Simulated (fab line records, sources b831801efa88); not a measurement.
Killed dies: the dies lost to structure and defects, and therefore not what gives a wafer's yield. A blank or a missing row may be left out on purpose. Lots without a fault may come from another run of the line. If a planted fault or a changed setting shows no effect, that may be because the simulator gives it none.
Struck lot and sound lot, side by side | flow sky130 | 44 out of 708 route steps
Sound: these wafers, L846.1, L846.3, L846.5. Struck: wafers L857.4, L857.6. (L857.3 of the same lot was not struck and is left out.) The cause comes at the end.
For every step that has rows: the tool of each side, followed by ch and its chambers, followed by its first start. Under that, the readings that differ: sound wafers | struck wafers | difference of the means | sigmas: that difference in standard deviations of wafers without a fault.
alike: readings whose means differ by less than 2 such deviations, and words and numbers that are the same on both sides. not compared: withheld readings, readings that some wafer has no value for, bounds like >300 that may hide the same value, and numbers for which the record gives no deviation and whose values overlap.
Wherever a step has rows on one side only, a row that says differs or no value, or a row with sigmas, the two part there. Numbers that have no deviation but don't overlap get no sigmas and don't part them. Lack of a reading on every wafer of one side parts them only where that side has two or more wafers.

SKY_FIELD_ISO_THK_MEAS_02:
  sound: film metro-01 at day 3 06:14; struck: film metro-02 at day 5 05:39
  alike: FIELD_ISO_OXIDATION_00_THK
then, 1 step without rows for these wafers: SKY_FIELD_ISO_CVD_03 (deposits Si3N4 from DCS/NH3, target thk 165 nm, time 2830 s).
SKY_FIELD_ISO_THK_MEAS_04:
  sound: film metro-02 at day 3 10:38; struck: film metro-01 at day 5 07:30
  alike: FIELD_ISO_CVD_03_THK
then, 8 steps without rows for these wafers: SKY_FIELD_ISO_DEHYDRATE_05 (time 60 s); SKY_FIELD_ISO_HMDS_06 (prime time 60 s); SKY_FIELD_ISO_COAT_07 (resist thk 60 nm); SKY_FIELD_ISO_COAT_08 (resist thk 450 nm); SKY_FIELD_ISO_SOFTBAKE_09 (time 90 s); SKY_FIELD_ISO_EXPOSE_10 (exposes mask FOM, target cd 150 nm); SKY_FIELD_ISO_PEB_11; SKY_FIELD_ISO_DEVELOP_12 (develop time 60 s).
SKY_FIELD_ISO_CD_MEAS_13: the cd target is 150 nm.
  sound: cd sem-02 at day 4 01:52; struck: cd sem-02 at day 6 01:11
  alike: cd nm
SKY_FIELD_ISO_ETCH_14: etches BARC in N2/H2, stops on SiO2, time 45.9 s, target depth 60 nm.
  sound on rie diel-04 ch 2,3, day 4 01:59; struck on rie diel-04 ch 2, day 6 01:16
  reading                                          | sound             | struck      | difference | sigmas
  oes product au (a.u.)                            | 0.853 0.857 0.850 | 1.007 1.017 | +0.159     | +29
  run length s (s)                                 | 73.7 74.3 74.1    | 45.5 45.2   | -28.7      | -67
  model.etch.depth nm (nm)                         | 59.89 59.98 59.95 | 30.37 30.26 | -29.62     |
  model.KrF-thick_of_FIELD_ISO_COAT_08.thk nm (nm) | 392.5 393.2 392.8 | 418.3 418.3 | +25.5      |
  model.FIELD_ISO.cd nm (nm)                       | 147.3 147.7 147.9 | 152.7 152.6 | +5.0       |
  alike: drypump motor current A, throttle valve pct
  not compared: rf hours counter h
SKY_FIELD_ISO_ETCH_15: etches the open film in CHF3/O2, stops on Si, target depth 180 nm, time 72 s.
  sound on rie diel-04 ch 2,3, day 4 02:02; struck on rie diel-04 ch 2, day 6 01:19
  reading                                          | sound             | struck      | difference | sigmas
  oes product au (a.u.)                            | 0.953 0.944 0.949 | 0.382 0.373 | -0.571     | -88
  throttle valve pct (%)                           | 8.863 8.845 8.832 | 8.665 8.669 | -0.180     | -20
  model.KrF-thick_of_FIELD_ISO_COAT_08.thk nm (nm) | 236.2 235.6 236.8 | 260.1 261.2 | +24.4      |
  alike: drypump motor current A, run length s
  not compared: rf hours counter h
SKY_FIELD_ISO_STRIP_16: strips in O2/N2.
  sound on plasma asher-02 ch 0,1, day 4 02:05; struck on plasma asher-03 ch 0, day 6 01:24
  reading                      | sound             | struck      | difference | sigmas
  drypump motor current A (A)  | 5.3 4.7 5.2       | 6.1 6.1     | +1.0       | +2
  oes product au (a.u.)        | 0.381 0.376 0.381 | 0.394 0.386 | +0.011     | +2
  strip time to endpoint s (s) | 3.52 3.55 3.56    | 3.80 3.82   | +0.27      | +6
  alike: o2 flow sccm
  not compared: rf hours counter h
SKY_FIELD_ISO_ETCH_17: etches Si in HBr/Cl2/O2, target depth 342 nm, time 97.7 s.
  sound on rie si-01 ch 1,2,3, day 4 02:11; struck on rie si-01 ch 2, day 6 01:28
  reading                    | sound             | struck      | difference | sigmas
  oes product au (a.u.)      | 1.000 1.012 1.009 | 0.967 0.988 | -0.029     | -3
  model.FIELD_ISO.cd nm (nm) | 146.1 147.5 147   | 152.6 152.3 | +5.6       |
  alike: drypump motor current A, run length s, throttle valve pct
  not compared: rf hours counter h
then, 5 steps without rows for these wafers: SKY_FIELD_ISO_WET_ETCH_18 (etches Si3N4 in H3PO4, target depth 25 nm, time 286 s); SKY_FIELD_ISO_CLEAN_19 (cleans in SC1/SC2, time 150 s); SKY_FIELD_ISO_CLEAN_20 (cleans in dHF, time 20 s); SKY_FIELD_ISO_WET_ETCH_21 (etches SiO2 in dHF, target depth 20 nm, time 400 s); SKY_FIELD_ISO_OXIDATION_22 (stabilise 600 s, purge 300 s, target thk 10 nm).
SKY_FIELD_ISO_THK_MEAS_23:
  sound: film metro-03 at day 4 04:59; struck: film metro-03 at day 6 05:12
  alike: FIELD_ISO_OXIDATION_01_THK
then, 1 step without rows for these wafers: SKY_FIELD_ISO_CVD_24 (deposits SiO2, target thk 595 nm, time 99.2 s).
SKY_FIELD_ISO_THK_MEAS_25:
  sound: film metro-03 at day 4 05:09; struck: film metro-02 at day 6 05:20
  alike: FIELD_ISO_CVD_24_THK
then, 1 step without rows for these wafers: SKY_FIELD_ISO_ANNEAL_26 (time 1800 s).
SKY_FIELD_ISO_CMP_27: polishes, stops on Si3N4, t overpolish 16 s, target thk 457.8 nm.
  sound on cmp-02 ch 1,2, day 4 09:11; struck on cmp-01 ch 1,3, day 6 08:02
  alike: motor current A
then, 5 steps without rows for these wafers: SKY_FIELD_ISO_WET_ETCH_28 (etches SiO2 in dHF, target depth 23.7 nm, time 48.71 s); SKY_FIELD_ISO_WET_ETCH_29 (etches Si3N4 in H3PO4, target depth 160 nm, time 1825 s); SKY_FIELD_ISO_WET_ETCH_30 (etches SiO2 in dHF, target depth 25 nm, time 50 s); SKY_NWELL_CLEAN_00 (cleans in SC1/SC2, time 150 s); SKY_NWELL_OXIDATION_01 (stabilise 600 s, purge 300 s, target thk 10 nm).
SKY_NWELL_THK_MEAS_02:
  sound: film metro-04 at day 4 11:30; struck: film metro-03 at day 6 11:17
  alike: NWELL_OXIDATION_THK
then, 8 steps without rows for these wafers: SKY_DNWELL_DEHYDRATE_00 (time 60 s); SKY_DNWELL_HMDS_01 (prime time 60 s); SKY_DNWELL_COAT_02 (resist thk 3000 nm); SKY_DNWELL_SOFTBAKE_03; SKY_DNWELL_EXPOSE_04 (exposes mask DNM, target cd 3000 nm); SKY_DNWELL_PEB_05; SKY_DNWELL_DEVELOP_06 (develop time 60 s); SKY_DNWELL_IMPLANT_07.
SKY_DNWELL_STRIP_08: strips in O2/N2.
  sound on plasma asher-04 ch 0,1, day 5 04:44; struck on plasma asher-02 ch 1, day 7 07:01
  reading                     | sound       | struck  | difference | sigmas
  drypump motor current A (A) | 6.2 6.2 5.6 | 4.7 4.7 | -1.3       | -2
  alike: o2 flow sccm, oes product au, strip time to endpoint s
  not compared: rf hours counter h
SKY_DNWELL_TW_MEAS_09:
  sound: film metro-04 at day 5 04:50; struck: film metro-04 at day 7 07:07
  alike: DNWELL_TW
SKY_PWDE_OVL_MEAS_07:
  sound: overlay-02 at day 5 22:53; struck: overlay-01 at day 8 03:27
  reading       | sound          | struck | difference                    | sigmas
  PWDE_OVL (nm) | -1.4 -1.4 -2.5 | - -    | no value on the struck wafers |
SKY_NWELL_OVL_MEAS_10:
  sound: overlay-02 at day 6 17:30; struck: overlay-02 at day 9 00:54
  reading           | sound          | struck | difference                    | sigmas
  NWELL_00_OVL (nm) | -0.5 -1.3 -2.2 | - -    | no value on the struck wafers |

== WHERE THEY PART ==
Last at SKY_NWELL_OVL_MEAS_10 as far as this record goes, first at SKY_FIELD_ISO_ETCH_14.

WHY: what had been put in by the simulator
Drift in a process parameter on rie diel-04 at SKY_FIELD_ISO_ETCH_14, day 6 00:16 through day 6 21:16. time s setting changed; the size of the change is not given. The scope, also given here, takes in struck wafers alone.
